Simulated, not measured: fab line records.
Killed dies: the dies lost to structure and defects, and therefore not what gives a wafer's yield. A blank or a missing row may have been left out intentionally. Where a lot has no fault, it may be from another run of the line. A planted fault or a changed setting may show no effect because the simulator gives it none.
One fault through the eyes of 2 desks | flow sky130 | numbers are kept per desk, each desk with only its own; the story behind them comes last

AT THE TOOL OWNER'S DESK: pvd sputter-01
The tool's own readings at SKY_METAL2_SPUTTER_00 (material Ti, target thk 15 nm, time 10 s): means of the sampled wafers that have a number, for each lot that ran on this tool. The brackets show how far a lot's mean lies from the usual mean; more than 4 standard deviations puts the lot out of limits, marked OUT.
Columns: A = chamber pressure pa at SKY_METAL2_SPUTTER_00, usual 0.3999 Pa; B = throttle valve pct at SKY_METAL2_SPUTTER_00, usual 29.4 %
lot  | first seen here | A      | B
L801 | day 34 21:27    | 0.3994 | 29.9
L811 | day 38 06:58    | 0.4004 | 30.2
L813 | day 38 18:07    | 0.3997 | 29.9
This desk's verdict: no lot among the 3 shows anything out of limits.

METROLOGY DESK
Means of the sampled wafers that have a number, per lot and without regard to the tool the lot ran on: this is what the gauges read. The brackets show how far a lot's mean lies from the usual mean; more than 4 standard deviations puts the lot out of limits, marked OUT.
Columns: A = VIA1_OVL at SKY_VIA1_OVL_MEAS_13, usual 1 nm; B = VIA1_W_RS at SKY_VIA1_RS_MEAS_22, usual 0.426 ohm/sq; C = VIA1_W_THK at SKY_VIA1_THK_MEAS_23, usual 271 nm
lot  | first seen here | A  | B     | C
L799 | day 34 05:42    | -5 | 0.426 | 270
L801 | day 34 20:06    | 13 | 0.425 | 270
L810 | day 37 23:04    | -2 | 0.426 | 274
L811 | day 38 05:37    | 3  | 0.427 | 269
L813 | day 38 16:46    | 0  | 0.425 | 271
L819 | day 40 22:58    | -3 | 0.428 | 270
This desk's verdict: no lot among the 6 shows anything out of limits.

TAKEN TOGETHER
The tool owner's desk saw nothing out of limits.
The metrology desk saw nothing out of limits.

WHAT THE SIMULATOR PUT IN
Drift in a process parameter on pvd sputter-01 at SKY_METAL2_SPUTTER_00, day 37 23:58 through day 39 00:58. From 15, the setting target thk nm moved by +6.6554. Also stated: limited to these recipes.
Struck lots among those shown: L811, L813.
